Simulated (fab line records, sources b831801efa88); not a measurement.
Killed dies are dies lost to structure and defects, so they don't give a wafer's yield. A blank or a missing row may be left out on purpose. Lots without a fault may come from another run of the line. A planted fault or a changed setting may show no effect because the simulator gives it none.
A struck lot beside a sound one | flow gf180mcu | 19 steps out of a route of 602
Sound: wafers L133.1, L133.2, L133.3. Struck: wafers L142.1, L142.2, L142.6. The cause comes at the end.
At each step with rows: each side's tool, then ch and its chambers, then its first start. Under that, the readings that differ: sound wafers | struck wafers | difference of the means | sigmas: that difference in standard deviations of wafers without a fault.
alike: readings whose means differ by less than 2 such deviations, and words and numbers that are the same on both sides. not compared: withheld readings, readings that some wafer has no value for, bounds like >300 that may hide the same value, and numbers for which the record gives no deviation and whose values overlap.
The two part at a step that has a row with sigmas, a row that says differs or no value, or rows on one side only. Numbers that don't overlap but have no deviation are shown without sigmas and don't part them. A reading that every wafer of one side lacks parts them only if that side has two wafers or more.

first, 3 steps without rows for these wafers: GF_MIM_EXPOSE_16 (exposes mask FuseTop, target cd 2000 nm); GF_MIM_PEB_17; GF_MIM_DEVELOP_18 (develop time 60 s).
GF_MIM_METAL_ETCH_19: etches the open film in Cl2/BCl3, stops on Si3N4, target depth 324.5 nm, time 54.1 s.
  sound on rie_metal-01 ch 0,1, day 25 17:35; struck on rie_metal-02 ch 0,1, day 28 08:09
  alike: drypump_motor_current_A, oes_product_au, throttle_valve_pct
  not compared: rf_hours_counter_h
GF_MIM_STRIP_20: strips in O2/N2.
  sound on plasma_asher-02 ch 0,1, day 25 17:39; struck on plasma_asher-04 ch 0,1, day 28 08:13
  alike: drypump_motor_current_A, heater_power_w, oes_product_au, platen_temp_c, strip_time_to_endpoint_s
  not compared: rf_hours_counter_h
then, 7 steps without rows for these wafers: GF_MIM_STRIP_21 (strips in post etch residue remover, time 1200 s); GF_MIM_CLEAN_22 (cleans in DIW); GF_M5_DEHYDRATE_00 (time 60 s); GF_M5_HMDS_01 (prime time 60 s); GF_M5_COAT_02 (resist thk 1000 nm); GF_M5_SOFTBAKE_03 (time 60 s); GF_M5_EXPOSE_04 (exposes mask Metal5, target cd 280 nm).
GF_M5_PEB_05: peb time 90 s.
  sound on litho_track-02 ch 0, day 26 14:09; struck on litho_track-02 ch 0, day 29 03:33
  reading                  | sound             | struck            | difference | sigmas
  heater_power_total_W (W) | 85.64 85.80 85.72 | 88.25 88.31 88.16 | +2.52      | +31
then, 1 step without rows for these wafers: GF_M5_DEVELOP_06 (develop time 60 s).
GF_M5_CD_MEAS_07: target cd 280 nm.
  sound on cd_sem-02, day 26 14:30; struck on cd_sem-01, day 29 03:54
  alike: cd_nm
GF_M5_OVL_MEAS_08:
  sound on overlay-02, day 26 14:37; struck on overlay-01, day 29 04:02
  alike: M5_OVL
GF_M5_ETCH_09: etches Si3N4 in CF4/O2, target depth 52 nm, time 11.6 s.
  sound on rie_diel-02 ch 0,2,3, day 26 14:39; struck on rie_diel-04 ch 2,3, day 29 04:04
  reading               | sound             | struck            | difference | sigmas
  oes_product_au (a.u.) | 1.025 1.003 1.007 | 0.992 0.995 0.993 | -0.018     | -2
  model.M5.cd_nm (nm)   | 279.6 280.2 280   | 281.2 282.2 282.4 | +2.0       |
  alike: O2_flow_sccm, cf4_flow_sccm, drypump_motor_current_A, throttle_valve_pct
  not compared: rf_hours_counter_h
GF_M5_METAL_ETCH_10: etches the open film in Cl2/BCl3, stops on SiO2, target depth 627.5 nm, time 104.6 s.
  sound on rie_metal-04 ch 0,1, day 26 14:41; struck on rie_metal-04 ch 0,1, day 29 04:05
  alike: drypump_motor_current_A, oes_product_au, throttle_valve_pct
  not compared: rf_hours_counter_h
then, 1 step without rows for these wafers: GF_PASSIVATION_PROBE_99.

WHERE THEY PART
First at GF_M5_PEB_05; last, within this record, at GF_M5_ETCH_09. Later steps at which nothing parts them and some readings are alike: GF_M5_METAL_ETCH_10.

WHY: what the simulator had put in
Process parameter drift: litho_track-02, from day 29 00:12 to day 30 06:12, at GF_M5_PEB_05. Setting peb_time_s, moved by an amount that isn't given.
